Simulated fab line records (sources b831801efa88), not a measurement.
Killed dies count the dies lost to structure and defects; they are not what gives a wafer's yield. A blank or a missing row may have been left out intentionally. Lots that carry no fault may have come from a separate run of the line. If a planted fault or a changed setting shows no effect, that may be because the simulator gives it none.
A struck lot beside a sound one -- flow sky130 -- 16 out of 708 route steps
Sound: the wafers L185.2, L185.5, L185.6. Wafers L193.2, L193.3, L193.4 were the ones struck. Last of all comes the cause.
Order at every step that has rows: each side's tool, ch and its chambers, its first start. Under that, the readings that differ: sound wafers -- struck wafers -- difference of the means -- sigmas: that difference in standard deviations of wafers without a fault.
alike: a reading whose means differ by less than 2 such deviations, as well as words and numbers matching on both sides. not compared: withheld readings; readings where some wafer has no value; bounds like >300 that might hide an equal value; numbers whose values overlap and for which the record gives no deviation.
The two part at a step that has a row with sigmas, a row that says differs or no value, or rows on one side only. Numbers that have no deviation but don't overlap get no sigmas and don't part them. Lack of a reading on every wafer of one side parts them only where that side has two or more wafers.

first, 3 steps without rows for these wafers: SKY_METAL1_EXPOSE_12 (exposes mask MM1, target cd 140 nm); SKY_METAL1_PEB_13; SKY_METAL1_DEVELOP_14 (develop time 60 s).
SKY_METAL1_CD_MEAS_15: target cd 140 nm.
  sound: cd sem-01 at day 35 18:42; struck: cd sem-02 at day 38 07:42
  alike: cd nm
SKY_METAL1_OVL_MEAS_16:
  sound: overlay-01 at day 35 18:48; struck: overlay-01 at day 38 07:48
  alike: METAL1_OVL
SKY_METAL1_DESCUM_17: chemistry O2, time 8 s.
  sound on rie metal-02 ch 0,1, day 35 18:50; struck on rie metal-02 ch 0, day 38 07:50
  alike: drypump motor current A, oes product au
  not compared: rf hours counter h
SKY_METAL1_ETCH_18: etches BARC in N2/H2, stops on SiO2, time 45.9 s, target depth 60 nm.
  sound on rie metal-02 ch 0,1, day 35 18:52; struck on rie metal-02 ch 0, day 38 07:55
  alike: bias w, drypump motor current A, n2 flow sccm, oes product au, throttle valve pct
  not compared: rf hours counter h
SKY_METAL1_METAL_ETCH_19: etches the open film in Cl2/BCl3, stops on SiO2, target depth 360 nm, time 78 s.
  sound on rie metal-02 ch 0,1, day 35 18:56; struck on rie metal-02 ch 0, day 38 08:03
  alike: bias w, drypump motor current A, oes product au, throttle valve pct
  not compared: rf hours counter h
SKY_METAL1_STRIP_20: strips in O2/N2.
  sound on plasma asher-03 ch 0,1, day 35 19:01; struck on plasma asher-01 ch 0,1, day 38 08:12
  alike: drypump motor current A, n2 flow sccm, oes product au, strip time to endpoint s
  not compared: rf hours counter h
then, 3 steps without rows for these wafers: SKY_METAL1_STRIP_21 (strips in post etch residue remover, time 1200 s); SKY_METAL1_CLEAN_22 (cleans in IPA, time 180 s); SKY_METAL1_CLEAN_23 (cleans in O3/DIW).
SKY_VIA1_HDPCVD_00: deposits SiO2, target thk 1030 nm, time 171.7 s.
  sound on hdpcvd-02 ch 0,1, day 35 19:39; struck on hdpcvd-02 ch 0,2, day 38 08:49
reading,sound,struck,difference,sigmas
run length s (s),199.2 199.7 199.7,189.5 189.0 189.4,-10.2,-24
model.SiO2_of_VIA1_HDPCVD_00.thk nm (nm),1016 1004 1022,956.6 959.1 965.8,-53.5,
SKY_VIA1_THK_MEAS_01:
  sound: film metro-03 at day 35 19:47; struck: film metro-04 at day 38 08:56
reading,sound,struck,difference,sigmas
VIA1_HDPCVD_THK (nm),1017 1004 1022,958 959 966,-53,-5
SKY_VIA1_CMP_02: polishes SiO2.
  sound on cmp-01 ch 1,2,3, day 35 19:56; struck on cmp-02 ch 0,1,3, day 38 08:59
  alike: motor current A
-- the record jumps here: 12 days lie between the struck wafers' starts before and after (it left off in module VIA1 and takes up again in module PAD_OPEN, whose first step shown is number 708 of the route) --
SKY_PAD_OPEN_PROBE_99:
  sound: prober-01 at day 48 03:33; struck: prober-01 at day 49 22:27
  alike: defect limited yield, killed_at_M0_to_M3, killed_at_M4_up, killed at contacts, killed at front end, killed at other, killed dies, killed on rim, killed open, killed short, sort_bin_3_pad_short, sort_bin_5_function, sort_bin_6_memory, sort n pass, sort yield pct

## WHERE THEY PART
At SKY_VIA1_HDPCVD_00 first; at SKY_VIA1_THK_MEAS_01 last (within this record only). Later steps at which nothing parts them and some readings are alike: SKY_VIA1_CMP_02, SKY_PAD_OPEN_PROBE_99.

WHY: whatever the simulator had introduced
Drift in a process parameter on hdpcvd-02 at SKY_VIA1_HDPCVD_00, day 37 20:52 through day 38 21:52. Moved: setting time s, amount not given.
